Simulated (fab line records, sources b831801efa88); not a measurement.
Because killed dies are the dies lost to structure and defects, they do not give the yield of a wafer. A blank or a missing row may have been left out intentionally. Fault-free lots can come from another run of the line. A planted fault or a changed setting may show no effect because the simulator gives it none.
A lot that was struck, set against a sound lot / flow sky130 / 14 steps out of a route of 708
Sound: these wafers, L162.1, L162.2, L162.3. Wafers struck: L166.3, L166.4, L166.5. The cause is named last.
At each step with rows: each side's tool, then ch and its chambers, then its first start. Under that, the readings that differ: sound wafers / struck wafers / difference of the means / sigmas: that difference in standard deviations of wafers without a fault.
alike: readings with means less than 2 such deviations apart, plus words and numbers identical on both sides. not compared: withheld readings, readings lacking a value on some wafer, bounds such as >300 that could conceal the same value, and numbers that have no deviation in the record and whose values overlap.
Wherever a step has rows on one side only, a row that says differs or no value, or a row with sigmas, the two part there. Non-overlapping numbers with no deviation appear without sigmas and do not part them. A reading that every wafer of one side lacks parts them only if that side has two wafers or more.

SKY_CAP2M_METAL_ETCH_13: etches TiN in Cl2/BCl3, stops on SiO2, target depth 220 nm, time 62.9 s.
  sound on rie metal-04 ch 0,1, day 42 22:27; struck on rie metal-03 ch 0,1, day 43 19:02
  alike: drypump motor current A, oes product au, throttle valve pct
  not compared: rf hours counter h
SKY_CAP2M_STRIP_14: strips in O2/N2.
  sound on plasma asher-03 ch 0,1, day 42 22:32; struck on plasma asher-01 ch 0,1, day 43 19:07
reading=drypump motor current A (A); sound=5.0 4.8 5.0; struck=6.0 5.7 6.0; difference=+1.0; sigmas=+2
  alike: oes product au, strip time to endpoint s
  not compared: rf hours counter h
then, 10 steps without rows for these wafers: SKY_CAP2M_STRIP_15 (strips in post etch residue remover, time 1200 s); SKY_CAP2M_CLEAN_16 (cleans in IPA, time 180 s); SKY_CAP2M_CLEAN_17 (cleans in O3/DIW); SKY_METAL4_DEHYDRATE_05 (time 60 s); SKY_METAL4_HMDS_06 (prime time 60 s); SKY_METAL4_COAT_07 (resist thk 60 nm); SKY_METAL4_COAT_08 (resist thk 1140 nm); SKY_METAL4_SOFTBAKE_09 (time 90 s); SKY_METAL4_EXPOSE_10 (exposes mask MM4, target cd 300 nm); SKY_METAL4_PEB_11.
SKY_METAL4_DEVELOP_12: develop time 60 s.
  struck on litho track-01, day 44 18:00; sound on litho track-02 ch 0, day 43 21:00
  no value came back on the struck wafers for chill plate temp C (C), develop time s (s); on the sound wafers chill plate temp C (C) reads 23.09 23.09 23.22
reading=model.KrF-thick_of_METAL4_COAT_08.thk nm (nm); sound=1127 1129 1129; struck=1138 1135 1136; difference=+8; sigmas=
SKY_METAL4_CD_MEAS_13 targets a cd of 300 nm.
  sound on cd sem-02 at day 43 21:52; struck on cd sem-01 at day 44 18:49
reading=cd nm (nm); sound=302.9 302.1 302.1; struck=- - -; difference=no value on the struck wafers; sigmas=

WHERE THEY PART
First at SKY_CAP2M_STRIP_14; last, within this record, at SKY_METAL4_CD_MEAS_13.

WHY: what the simulator had put in
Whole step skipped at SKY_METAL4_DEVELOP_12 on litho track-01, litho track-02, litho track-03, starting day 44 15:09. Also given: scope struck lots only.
